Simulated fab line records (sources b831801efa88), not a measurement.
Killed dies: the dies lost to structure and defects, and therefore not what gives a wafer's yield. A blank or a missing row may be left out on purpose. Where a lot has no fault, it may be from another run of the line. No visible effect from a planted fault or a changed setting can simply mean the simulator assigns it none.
Commonality check across tools || flow sky130 || Sample size 12 lots and 42 wafers

WHAT PROMPTED THE OPENING
2 of 12 lots carry a flag on the reading LDD_HVN_TW at SKY_LDD_HVN_TW_MEAS_10. Fault-free wafers read 1433, with a standard deviation of 12.
Rule: flag the lot when none of its wafers has a number, or when each of its wafers that has one lies beyond 4 standard deviations from that mean. The rest of the lots are taken to be sound.

{"lot": "L560", "measured": "day 20 15:23", "on": "film_metro-01", "LDD_HVN_TW, wafer by wafer": "1437 1436 1435", "flag": ""}
{"lot": "L561", "measured": "day 20 19:44", "on": "film_metro-01", "LDD_HVN_TW, wafer by wafer": "1440 1440 1445", "flag": ""}
{"lot": "L564", "measured": "day 21 23:11", "on": "film_metro-04", "LDD_HVN_TW, wafer by wafer": "1414 1419 1405", "flag": ""}
{"lot": "L568", "measured": "day 23 16:58", "on": "film_metro-01", "LDD_HVN_TW, wafer by wafer": "1374 1367 1371 1377 1370 1379", "flag": "FLAGGED"}
{"lot": "L571", "measured": "day 24 14:50", "on": "film_metro-04", "LDD_HVN_TW, wafer by wafer": "1341 1346 1335 1344 1338 1332", "flag": "FLAGGED"}
{"lot": "L572", "measured": "day 24 22:38", "on": "film_metro-01", "LDD_HVN_TW, wafer by wafer": "1440 1440 1442", "flag": ""}
{"lot": "L574", "measured": "day 25 18:29", "on": "film_metro-02", "LDD_HVN_TW, wafer by wafer": "1440 1451 1453", "flag": ""}
{"lot": "L577", "measured": "day 26 08:29", "on": "film_metro-02", "LDD_HVN_TW, wafer by wafer": "1436 1439 1434", "flag": ""}
{"lot": "L578", "measured": "day 26 23:32", "on": "film_metro-02", "LDD_HVN_TW, wafer by wafer": "1436 1435 1436", "flag": ""}
{"lot": "L580", "measured": "day 27 13:44", "on": "film_metro-01", "LDD_HVN_TW, wafer by wafer": "1434 1440 1425", "flag": ""}
{"lot": "L581", "measured": "day 28 00:14", "on": "film_metro-02", "LDD_HVN_TW, wafer by wafer": "1423 1416 1417", "flag": ""}
{"lot": "L582", "measured": "day 28 07:00", "on": "film_metro-04", "LDD_HVN_TW, wafer by wafer": "1407 1413 1418", "flag": ""}
On average the flagged lots' numbers are 1356, which is -77 against the usual, or -6 standard deviations.

WHICH TOOL EACH LOT WENT THROUGH
2 process steps preceding the reading are held in the record, out of 708 steps in the route. In each cell: the tool, then ch and the chambers that the sampled wafers went through, then the start.
{"lot": "L560", "flag": "", "SKY_SONOS_ONO_STRIP_17": "plasma_asher-02 ch 0,1, day 12 21:52", "SKY_LDD_HVN_IMPLANT_08": "implanter-01 ch 0, day 20 15:08"}
{"lot": "L561", "flag": "", "SKY_SONOS_ONO_STRIP_17": "plasma_asher-03 ch 0,1, day 12 23:55", "SKY_LDD_HVN_IMPLANT_08": "implanter-02 ch 0, day 20 19:31"}
{"lot": "L564", "flag": "", "SKY_SONOS_ONO_STRIP_17": "plasma_asher-03 ch 0,1, day 14 02:46", "SKY_LDD_HVN_IMPLANT_08": "implanter-02 ch 0, day 21 22:56"}
{"lot": "L568", "flag": "FLAGGED", "SKY_SONOS_ONO_STRIP_17": "plasma_asher-02 ch 1, day 15 16:40", "SKY_LDD_HVN_IMPLANT_08": "implanter-02 ch 0, day 23 16:43"}
{"lot": "L571", "flag": "FLAGGED", "SKY_SONOS_ONO_STRIP_17": "plasma_asher-02 ch 0,1, day 16 12:55", "SKY_LDD_HVN_IMPLANT_08": "implanter-02 ch 0, day 24 14:37"}
{"lot": "L572", "flag": "", "SKY_SONOS_ONO_STRIP_17": "plasma_asher-04 ch 0,1, day 16 18:04", "SKY_LDD_HVN_IMPLANT_08": "implanter-01 ch 0, day 24 22:23"}
{"lot": "L574", "flag": "", "SKY_SONOS_ONO_STRIP_17": "plasma_asher-02 ch 0,1, day 17 15:25", "SKY_LDD_HVN_IMPLANT_08": "implanter-01 ch 0, day 25 18:16"}
{"lot": "L577", "flag": "", "SKY_SONOS_ONO_STRIP_17": "plasma_asher-03 ch 0,1, day 18 08:34", "SKY_LDD_HVN_IMPLANT_08": "implanter-01 ch 0, day 26 08:14"}
{"lot": "L578", "flag": "", "SKY_SONOS_ONO_STRIP_17": "plasma_asher-04 ch 0,1, day 18 21:07", "SKY_LDD_HVN_IMPLANT_08": "implanter-03 ch 0, day 26 23:17"}
{"lot": "L580", "flag": "", "SKY_SONOS_ONO_STRIP_17": "plasma_asher-03 ch 0,1, day 19 13:16", "SKY_LDD_HVN_IMPLANT_08": "implanter-02 ch 0, day 27 13:31"}
{"lot": "L581", "flag": "", "SKY_SONOS_ONO_STRIP_17": "plasma_asher-02 ch 0,1, day 20 02:25", "SKY_LDD_HVN_IMPLANT_08": "implanter-02 ch 0, day 28 00:01"}
{"lot": "L582", "flag": "", "SKY_SONOS_ONO_STRIP_17": "plasma_asher-04 ch 0,1, day 20 07:21", "SKY_LDD_HVN_IMPLANT_08": "implanter-02 ch 0, day 28 06:47"}
What is done by these steps:
- SKY_SONOS_ONO_STRIP_17: strips in O2/N2.
- SKY_LDD_HVN_IMPLANT_08
- SKY_LDD_HVN_TW_MEAS_10

FLAGGED AGAINST TOTAL, ONE TOOL AT A TIME (gauges that did the reading follow at the end)
{"step": "SKY_SONOS_ONO_STRIP_17", "tool": "plasma_asher-02", "lots run": 5, "flagged": 2, "share of the flagged lots": "all", "sound lots run after its first flagged lot": "2 (L574,L581)"}
{"step": "SKY_SONOS_ONO_STRIP_17", "tool": "plasma_asher-03", "lots run": 4, "flagged": 0, "share of the flagged lots": "none", "sound lots run after its first flagged lot": "-"}
{"step": "SKY_SONOS_ONO_STRIP_17", "tool": "plasma_asher-04", "lots run": 3, "flagged": 0, "share of the flagged lots": "none", "sound lots run after its first flagged lot": "-"}
{"step": "SKY_LDD_HVN_IMPLANT_08", "tool": "implanter-01", "lots run": 4, "flagged": 0, "share of the flagged lots": "none", "sound lots run after its first flagged lot": "-"}
{"step": "SKY_LDD_HVN_IMPLANT_08", "tool": "implanter-02", "lots run": 7, "flagged": 2, "share of the flagged lots": "all", "sound lots run after its first flagged lot": "3 (L580,L581,L582)"}
{"step": "SKY_LDD_HVN_IMPLANT_08", "tool": "implanter-03", "lots run": 1, "flagged": 0, "share of the flagged lots": "none", "sound lots run after its first flagged lot": "-"}
{"step": "SKY_LDD_HVN_TW_MEAS_10", "tool": "film_metro-01", "lots run": 5, "flagged": 1, "share of the flagged lots": "some", "sound lots run after its first flagged lot": "2 (L572,L580)"}
{"step": "SKY_LDD_HVN_TW_MEAS_10", "tool": "film_metro-02", "lots run": 4, "flagged": 0, "share of the flagged lots": "none", "sound lots run after its first flagged lot": "-"}
{"step": "SKY_LDD_HVN_TW_MEAS_10", "tool": "film_metro-04", "lots run": 3, "flagged": 1, "share of the flagged lots": "some", "sound lots run after its first flagged lot": "1 (L582)"}

THE TABLE: WHAT IT ALLOWS
2 rows of the table ran every flagged lot: plasma_asher-02 at SKY_SONOS_ONO_STRIP_17, implanter-02 at SKY_LDD_HVN_IMPLANT_08.
- plasma_asher-02 at SKY_SONOS_ONO_STRIP_17 ran 5 lots, 2 of them flagged. Sound lots followed the first flagged one (L574, L581) on it, something a lasting fault affecting the whole tool could not allow.
- implanter-02 at SKY_LDD_HVN_IMPLANT_08 ran 7 lots, 2 of them flagged. Sound lots followed the first flagged one (L580, L581, L582) on it, something a lasting fault affecting the whole tool could not allow. Its own readings lie more than 4 standard deviations out on every wafer of the flagged lots: beam_energy_keV.
No row of the table ran every flagged lot and no sound lot after the first.

WHAT WAS PUT IN BY THE SIMULATOR
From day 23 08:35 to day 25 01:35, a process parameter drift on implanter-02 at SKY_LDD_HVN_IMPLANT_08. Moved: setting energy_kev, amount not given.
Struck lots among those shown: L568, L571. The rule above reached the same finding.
